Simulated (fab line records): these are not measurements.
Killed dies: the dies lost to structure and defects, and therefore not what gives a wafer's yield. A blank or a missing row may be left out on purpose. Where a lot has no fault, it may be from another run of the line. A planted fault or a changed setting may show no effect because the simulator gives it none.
A struck lot beside a sound one / flow gf180mcu / 14 out of 602 route steps
Sound: wafers L194.2, L194.5, L194.6. Wafers L190.4, L190.5, L190.6 were the ones struck. At the end, the cause is stated.
Order at every step that has rows: each side's tool, ch and its chambers, its first start. Under that, the readings that differ: sound wafers / struck wafers / difference of the means / sigmas: that difference in standard deviations of wafers without a fault.
alike: a reading whose means differ by less than 2 such deviations, as well as words and numbers matching on both sides. not compared: withheld readings; readings where some wafer has no value; bounds like >300 that might hide an equal value; numbers whose values overlap and for which the record gives no deviation.
The two part at a step that has a row with sigmas, a row that says differs or no value, or rows on one side only. Non-overlapping numbers with no deviation appear without sigmas and do not part them. Lack of a reading on every wafer of one side parts them only where that side has two or more wafers.

GF_M3_SPUTTER_00: material Ti, target thk 37.5 nm, time 150 s.
  struck on pvd_sputter-02, day 25 16:12; sound on pvd_sputter-02, day 26 23:18
  alike: throttle_valve_pct
GF_M3_SPUTTER_01: material TiN, target thk 30 nm, time 25 s.
  struck on pvd_sputter-02, day 25 16:18; sound on pvd_sputter-02, day 26 23:24
  alike: throttle_valve_pct
GF_M3_SPUTTER_02: material AlCu, target thk 450 nm, time 23.9 s.
  struck on pvd_sputter-02, day 25 16:20; sound on pvd_sputter-02, day 26 23:26
  alike: throttle_valve_pct
GF_M3_SPUTTER_03: material Ti, target thk 10 nm, time 6.7 s.
  struck on pvd_sputter-02, day 25 16:22; sound on pvd_sputter-02, day 26 23:28
  alike: throttle_valve_pct
GF_M3_SPUTTER_04: material TiN, target thk 50 nm, time 41.7 s.
  struck on pvd_sputter-02, day 25 16:23; sound on pvd_sputter-02, day 26 23:29
  alike: throttle_valve_pct
GF_M3_RS_MEAS_05: uses a four-point probe to measure.
  struck on film_metro-02, day 25 16:29; sound on film_metro-03, day 26 23:32
  alike: M3_ALCU_RS
GF_M3_THK_MEAS_06: measures by xrf.
  struck on film_metro-02, day 25 16:34; sound on film_metro-03, day 26 23:39
  alike: M3_ALCU_THK
then, 5 steps without rows for these wafers: GF_M3_DEHYDRATE_07 (time 60 s); GF_M3_HMDS_08 (prime time 60 s); GF_M3_COAT_09 (resist thk 1000 nm); GF_M3_SOFTBAKE_10 (time 60 s); GF_M3_EXPOSE_11 (exposes mask Metal3, target cd 280 nm).
GF_M3_PEB_12: peb time 90 s.
  struck on litho_track-03, day 26 13:22; sound on litho_track-02 ch 0, day 27 19:40
  no value came back on the struck wafers for chill_plate_temp_C (C), exhaust_pa (Pa); on the sound wafers chill_plate_temp_C (C) reads 23.01 22.91 22.87
then, 1 step without rows for these wafers: GF_M3_DEVELOP_13 (develop time 60 s).

## WHERE THEY PART
Within this record, at GF_M3_PEB_12 only.

WHY: the cause the simulator had injected
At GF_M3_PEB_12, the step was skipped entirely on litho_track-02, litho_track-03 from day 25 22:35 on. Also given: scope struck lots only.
